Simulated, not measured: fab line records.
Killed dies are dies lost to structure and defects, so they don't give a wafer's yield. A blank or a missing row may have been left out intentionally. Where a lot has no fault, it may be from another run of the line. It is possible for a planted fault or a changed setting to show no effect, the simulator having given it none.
Which tool did it? | flow sfqLine | 15 lots with 45 wafers sampled at 6 steps, on a route of 325 steps

WHAT EACH GAUGE READ, for each wafer
The record lacks any reading of a measuring or inspecting step that a usual standard deviation could be used to judge.

WHICH TOOL RAN EACH LOT (tool, then ch and the chambers of the sampled wafers, then the start)
lot  | SFQ_TRILAYER_A5B_DEP_PECVD_129  | SFQ_TRILAYER_I5_STRIP_STRIP_148  | SFQ_TRILAYER_C5_BARC_OPEN_VIA_ETCH_210 | SFQ_TRILAYER_C5_ETCH_VIA_ETCH_154 | SFQ_TRILAYER_M6_LITHO_EXPOSE_160 | SFQ_TRILAYER_I6_METRO_MEASURE_167
L653 | pecvd-03 ch 0,2, day 51 04:36   | rieMetal-02 ch 0,1, day 62 00:50 | rieDiel-03 ch 0,1,2, day 62 05:47      | rieDiel-03 ch 0,1,2, day 62 05:49 | krfScanner-02 ch 0, day 66 09:10 | filmMetro-02, day 66 14:52
L654 | pecvd-01 ch 0,1,2, day 51 05:48 | rieMetal-02 ch 0,1, day 62 03:14 | rieDiel-02 ch 1,2,3, day 62 09:23      | rieDiel-02 ch 1,2,3, day 62 09:25 | krfScanner-01 ch 0, day 66 13:06 | filmMetro-03, day 66 18:49
L655 | pecvd-03 ch 0,1,2, day 51 07:00 | rieMetal-02 ch 0,1, day 62 05:50 | rieDiel-03 ch 1,2, day 62 12:59        | rieDiel-03 ch 1,2, day 62 13:01   | krfScanner-01 ch 0, day 66 15:42 | filmMetro-04, day 66 22:01
L656 | pecvd-02 ch 0,1,2, day 51 18:36 | rieMetal-02 ch 1, day 62 07:10   | rieDiel-02 ch 0,2,3, day 62 15:23      | rieDiel-02 ch 0,2,3, day 62 15:25 | krfScanner-01 ch 0, day 66 18:00 | filmMetro-03, day 66 23:43
L658 | pecvd-03 ch 0,1,2, day 58 11:05 | rieMetal-02 ch 0,1, day 67 21:56 | rieDiel-02 ch 0,3, day 68 07:54        | rieDiel-02 ch 0,3, day 68 07:56   | krfScanner-01 ch 0, day 68 14:10 | filmMetro-02, day 70 12:34
L659 | pecvd-01 ch 0,1, day 58 14:38   | rieMetal-03 ch 0,1, day 67 22:56 | rieDiel-04 ch 0,1,2, day 68 09:06      | rieDiel-04 ch 0,1,2, day 68 09:08 | krfScanner-01 ch 0, day 68 14:58 | filmMetro-03, day 70 15:10
L664 | pecvd-01 ch 0,1, day 59 15:58   | rieMetal-01 ch 0,1, day 68 19:20 | rieDiel-04 ch 1,2,3, day 69 01:54      | rieDiel-04 ch 1,2,3, day 69 01:56 | krfScanner-01, day 69 10:19      | filmMetro-03, day 71 12:22
L665 | pecvd-03 ch 0,1,2, day 59 18:22 | rieMetal-01 ch 0,1, day 68 21:32 | rieDiel-03 ch 1,2, day 69 04:18        | rieDiel-03 ch 1,2, day 69 04:20   | krfScanner-01, day 69 17:19      | filmMetro-03, day 71 15:24
L666 | pecvd-02 ch 1,2, day 59 19:44   | rieMetal-01 ch 0,1, day 68 23:56 | rieDiel-02 ch 1,2,3, day 69 06:42      | rieDiel-02 ch 1,2,3, day 69 06:44 | krfScanner-01, day 69 18:31      | filmMetro-02, day 71 17:58
L669 | pecvd-02 ch 0,1,2, day 60 03:58 | rieMetal-02 ch 0,1, day 69 12:08 | rieDiel-02 ch 1,2, day 70 00:51        | rieDiel-02 ch 1,2, day 70 00:53   | krfScanner-01 ch 0, day 70 05:43 | filmMetro-02, day 72 06:22
L672 | pecvd-03 ch 0,1, day 60 19:34   | rieMetal-01 ch 0,1, day 70 03:32 | rieDiel-03 ch 0,2,3, day 70 09:15      | rieDiel-03 ch 0,2,3, day 70 09:17 | krfScanner-01 ch 0, day 70 13:43 | filmMetro-02, day 72 17:58
L673 | pecvd-02 ch 0,1,2, day 61 04:56 | rieMetal-02 ch 0, day 70 10:44   | rieDiel-03 ch 1,2, day 70 16:27        | rieDiel-03 ch 1,2, day 70 16:29   | krfScanner-01 ch 0, day 70 19:55 | filmMetro-03, day 72 18:34
L674 | pecvd-03 ch 0,1,2, day 61 05:17 | rieMetal-01 ch 0,1, day 70 11:56 | rieDiel-04 ch 0,1,3, day 70 17:39      | rieDiel-04 ch 0,1,3, day 70 17:41 | krfScanner-01 ch 0, day 70 22:07 | filmMetro-02, day 72 20:58
L675 | pecvd-03 ch 0,1,2, day 61 07:44 | rieMetal-02 ch 0,1, day 70 13:20 | rieDiel-03 ch 1,2, day 70 18:51        | rieDiel-03 ch 1,2, day 70 18:53   | krfScanner-02 ch 0, day 73 09:38 | filmMetro-04, day 73 21:34
L676 | pecvd-03 ch 0,1,2, day 61 10:56 | rieMetal-01 ch 0,1, day 70 14:26 | rieDiel-02 ch 0,2,3, day 70 20:03      | rieDiel-02 ch 0,2,3, day 70 20:05 | krfScanner-02 ch 0, day 73 11:26 | filmMetro-03, day 73 23:58
- SFQ_TRILAYER_A5B_DEP_PECVD_129: deposits SiO2 from SiH4/N2O, time 133.33 s, target thk 600 nm.
- SFQ_TRILAYER_I5_STRIP_STRIP_148: strips in O2.
- SFQ_TRILAYER_C5_BARC_OPEN_VIA_ETCH_210: etches BARC in O2, target depth 125 nm, time 41.7 s.
- SFQ_TRILAYER_C5_ETCH_VIA_ETCH_154: etches SiO2 in CHF3, stops on Nb, target depth 84 nm.
- SFQ_TRILAYER_M6_LITHO_EXPOSE_160: exposes mask M6, target cd 500 nm.
- SFQ_TRILAYER_I6_METRO_MEASURE_167

WHAT THE TOOLS THEMSELVES READ (means of the sampled wafers that have a number; where no wafer has one, the mark that the record gives instead)
SFQ_TRILAYER_A5B_DEP_PECVD_129. Usual: heaterPowerW 86 W, standard deviation 17; rfFwdPowerW 182.5 W, standard deviation 0.57; throttleValvePct 24.2 %, standard deviation 1.5.
lot  | tool     | heaterPowerW (W) | rfFwdPowerW (W) | throttleValvePct (%) | flag
L653 | pecvd-03 | 86               | 182.0           | 23.5                 | 
L654 | pecvd-01 | 76               | 182.6           | 25.9                 | 
L655 | pecvd-03 | 90               | 182.4           | 23.8                 | 
L656 | pecvd-02 | 91               | 182.6           | 22.7                 | 
L658 | pecvd-03 | 86               | 182.8           | 24.4                 | 
L659 | pecvd-01 | 74               | 182.3           | 25.1                 | 
L664 | pecvd-01 | 77               | 183.0           | 26.8                 | 
L665 | pecvd-03 | 90               | 182.3           | 24.4                 | 
L666 | pecvd-02 | 96               | 183.0           | 22.4                 | 
L669 | pecvd-02 | 96               | 182.6           | 23.1                 | 
L672 | pecvd-03 | 70               | 182.9           | 24.5                 | 
L673 | pecvd-02 | 95               | 182.2           | 22.9                 | 
L674 | pecvd-03 | 83               | 183.0           | 24.3                 | 
L675 | pecvd-03 | 87               | 182.8           | 24.3                 | 
L676 | pecvd-03 | 85               | 183.1           | 24.4                 | 

SFQ_TRILAYER_I5_STRIP_STRIP_148. Usual: chamberPressureMTorr 50.00 mTorr, standard deviation 0.047; drypumpMotorCurrentA 6.0 A, standard deviation 0.49; oesProductAu 0.994 a.u., standard deviation 0.0087.
lot  | tool        | chamberPressureMTorr (mTorr) | drypumpMotorCurrentA (A) | oesProductAu (a.u.) | flag
L653 | rieMetal-02 | 50.02                        | 6.3                      | 0.997               | 
L654 | rieMetal-02 | 50.01                        | 5.9                      | 0.998               | 
L655 | rieMetal-02 | 49.97                        | 6.3                      | 0.997               | 
L656 | rieMetal-02 | 49.99                        | 5.4                      | 0.990               | 
L658 | rieMetal-02 | 49.98                        | 5.8                      | 0.988               | 
L659 | rieMetal-03 | 49.98                        | 5.7                      | 1.000               | 
L664 | rieMetal-01 | 50.04                        | 6.0                      | 0.997               | 
L665 | rieMetal-01 | 49.97                        | 6.1                      | 0.995               | 
L666 | rieMetal-01 | 50.06                        | 6.0                      | 0.988               | 
L669 | rieMetal-02 | 50.01                        | 5.8                      | 0.987               | 
L672 | rieMetal-01 | 49.94                        | 6.0                      | 0.992               | 
L673 | rieMetal-02 | 49.98                        | 6.6                      | 1.003               | 
L674 | rieMetal-01 | 50.01                        | 6.1                      | 0.996               | 
L675 | rieMetal-02 | 50.03                        | 6.3                      | 0.997               | 
L676 | rieMetal-01 | 49.99                        | 6.0                      | 0.988               | 

SFQ_TRILAYER_C5_BARC_OPEN_VIA_ETCH_210. Usual: biasW 80.01 W, standard deviation 0.26; chamberPressureMTorr 29.999 mTorr, standard deviation 0.026; drypumpMotorCurrentA 5.83 A, standard deviation 0.29; oesProductAu 0.685 a.u., standard deviation 0.0049; rfFwdPowerW 494.9 W, standard deviation 2.
lot  | tool       | biasW (W) | chamberPressureMTorr (mTorr) | drypumpMotorCurrentA (A) | oesProductAu (a.u.) | rfFwdPowerW (W) | flag
L653 | rieDiel-03 | 80.09     | 29.989                       | 5.82                     | 0.683               | 496.4           | 
L654 | rieDiel-02 | 80.09     | 29.982                       | 5.71                     | 0.689               | 493.4           | 
L655 | rieDiel-03 | 80.44     | 29.995                       | 5.87                     | 0.691               | 497.8           | 
L656 | rieDiel-02 | 80.11     | 30.000                       | 5.84                     | 0.682               | 493.7           | 
L658 | rieDiel-02 | 80.07     | 29.994                       | 5.97                     | 0.685               | 491.8           | 
L659 | rieDiel-04 | 79.76     | 30.020                       | 5.74                     | 0.685               | 494.9           | 
L664 | rieDiel-04 | -         | -                            | -                        | -                   | -               | OFF
L665 | rieDiel-03 | -         | -                            | -                        | -                   | -               | OFF
L666 | rieDiel-02 | -         | -                            | -                        | -                   | -               | OFF
L669 | rieDiel-02 | 79.83     | 29.996                       | 5.61                     | 0.684               | 496.7           | 
L672 | rieDiel-03 | 79.84     | 29.999                       | 5.81                     | 0.683               | 495.1           | 
L673 | rieDiel-03 | 80.13     | 29.992                       | 5.86                     | 0.687               | 495.8           | 
L674 | rieDiel-04 | 80.04     | 30.007                       | 6.17                     | 0.681               | 497.7           | 
L675 | rieDiel-03 | 79.85     | 30.006                       | 5.78                     | 0.683               | 494.1           | 
L676 | rieDiel-02 | 80.11     | 30.004                       | 5.83                     | 0.683               | 494.4           | 

SFQ_TRILAYER_C5_ETCH_VIA_ETCH_154. Usual: biasW 79.99 W, standard deviation 0.24; chamberPressureMTorr 30.000 mTorr, standard deviation 0.026; drypumpMotorCurrentA 5.83 A, standard deviation 0.3; oesProductAu 0.892 a.u., standard deviation 0.0089; rfFwdPowerW 495.4 W, standard deviation 1.7.
lot  | tool       | biasW (W) | chamberPressureMTorr (mTorr) | drypumpMotorCurrentA (A) | oesProductAu (a.u.) | rfFwdPowerW (W) | flag
L653 | rieDiel-03 | 80.11     | 30.010                       | 5.83                     | 0.878               | 496.7           | 
L654 | rieDiel-02 | 79.70     | 30.013                       | 5.71                     | 0.893               | 495.3           | 
L655 | rieDiel-03 | 80.12     | 30.000                       | 5.87                     | 0.894               | 496.2           | 
L656 | rieDiel-02 | 79.85     | 30.004                       | 5.84                     | 0.894               | 494.4           | 
L658 | rieDiel-02 | 79.84     | 30.001                       | 6.02                     | 0.898               | 494.3           | 
L659 | rieDiel-04 | 80.10     | 29.993                       | 5.76                     | 0.883               | 496.2           | 
L664 | rieDiel-04 | 79.93     | 30.000                       | 5.84                     | 0.371               | 495.0           | OFF
L665 | rieDiel-03 | 80.15     | 30.032                       | 5.80                     | 0.373               | 495.8           | OFF
L666 | rieDiel-02 | 80.00     | 30.003                       | 5.71                     | 0.377               | 494.9           | OFF
L669 | rieDiel-02 | 80.00     | 30.013                       | 5.63                     | 0.898               | 494.5           | 
L672 | rieDiel-03 | 80.00     | 29.985                       | 5.80                     | 0.886               | 495.8           | 
L673 | rieDiel-03 | 79.78     | 29.986                       | 5.87                     | 0.890               | 496.5           | 
L674 | rieDiel-04 | 79.84     | 30.006                       | 6.18                     | 0.879               | 495.5           | 
L675 | rieDiel-03 | 80.16     | 30.006                       | 5.79                     | 0.900               | 497.2           | 
L676 | rieDiel-02 | 79.73     | 30.013                       | 5.83                     | 0.901               | 494.2           | 

SFQ_TRILAYER_M6_LITHO_EXPOSE_160. Usual: exposureDoseMJCm2 14.398, standard deviation 0.015; focusOffsetNm 0.0 nm, standard deviation 0.56.
lot  | tool          | exposureDoseMJCm2 | focusOffsetNm (nm) | flag
L653 | krfScanner-02 | 14.388            | 0.3                | 
L654 | krfScanner-01 | 14.393            | -0.3               | 
L655 | krfScanner-01 | 14.412            | 0.4                | 
L656 | krfScanner-01 | 14.417            | -0.4               | 
L658 | krfScanner-01 | 14.401            | 0.1                | 
L659 | krfScanner-01 | 14.405            | -0.5               | 
L664 | krfScanner-01 | -                 | -                  | OFF
L665 | krfScanner-01 | -                 | -                  | OFF
L666 | krfScanner-01 | -                 | -                  | OFF
L669 | krfScanner-01 | 14.378            | -0.9               | 
L672 | krfScanner-01 | 14.383            | 0.2                | 
L673 | krfScanner-01 | 14.386            | 0.0                | 
L674 | krfScanner-01 | 14.395            | 0.0                | 
L675 | krfScanner-02 | 14.410            | 0.0                | 
L676 | krfScanner-02 | 14.395            | 0.2                | 

SFQ_TRILAYER_I6_METRO_MEASURE_167. Usual: 199.8 nm for thkNm, sd 1.3.
lot  | tool         | thkNm (nm) | flag
L653 | filmMetro-02 | 200.3      | 
L654 | filmMetro-03 | 198.8      | 
L655 | filmMetro-04 | 198.1      | 
L656 | filmMetro-03 | 200.1      | 
L658 | filmMetro-02 | 201.0      | 
L659 | filmMetro-03 | 200.3      | 
L664 | filmMetro-03 | 200.5      | 
L665 | filmMetro-03 | 198.6      | 
L666 | filmMetro-02 | 200.6      | 
L669 | filmMetro-02 | 200.9      | 
L672 | filmMetro-02 | 200.8      | 
L673 | filmMetro-03 | 200.0      | 
L674 | filmMetro-02 | 201.3      | 
L675 | filmMetro-04 | 200.8      | 
L676 | filmMetro-03 | 200.1      | 

THE ANSWER, worked out from the rows above alone
Rule: a lot is off if the mean of its wafers that have a number lies more than 3 standard deviations from the usual mean. A lot without any number at a reading at which 4 lots or more have one is off too. All remaining lots with rows at the step are treated as sound. Order of review: gauges by route order, followed by the tools' own readings, for which a lot's mean as printed above is used. At the first step where some lot is off, the reading lying furthest off is the one used; lots without a number count as furthest.
Off: L664, L665, L666 (SFQ_TRILAYER_C5_BARC_OPEN_VIA_ETCH_210, biasW). Without a number there: L664, L665, L666.
If a tool, at that step or one of the process steps before it, ran each lot that is off and ran no sound lot following the first of them, it fits. Not one of the candidates tried fits.

WHAT THE SIMULATOR HAD INSERTED
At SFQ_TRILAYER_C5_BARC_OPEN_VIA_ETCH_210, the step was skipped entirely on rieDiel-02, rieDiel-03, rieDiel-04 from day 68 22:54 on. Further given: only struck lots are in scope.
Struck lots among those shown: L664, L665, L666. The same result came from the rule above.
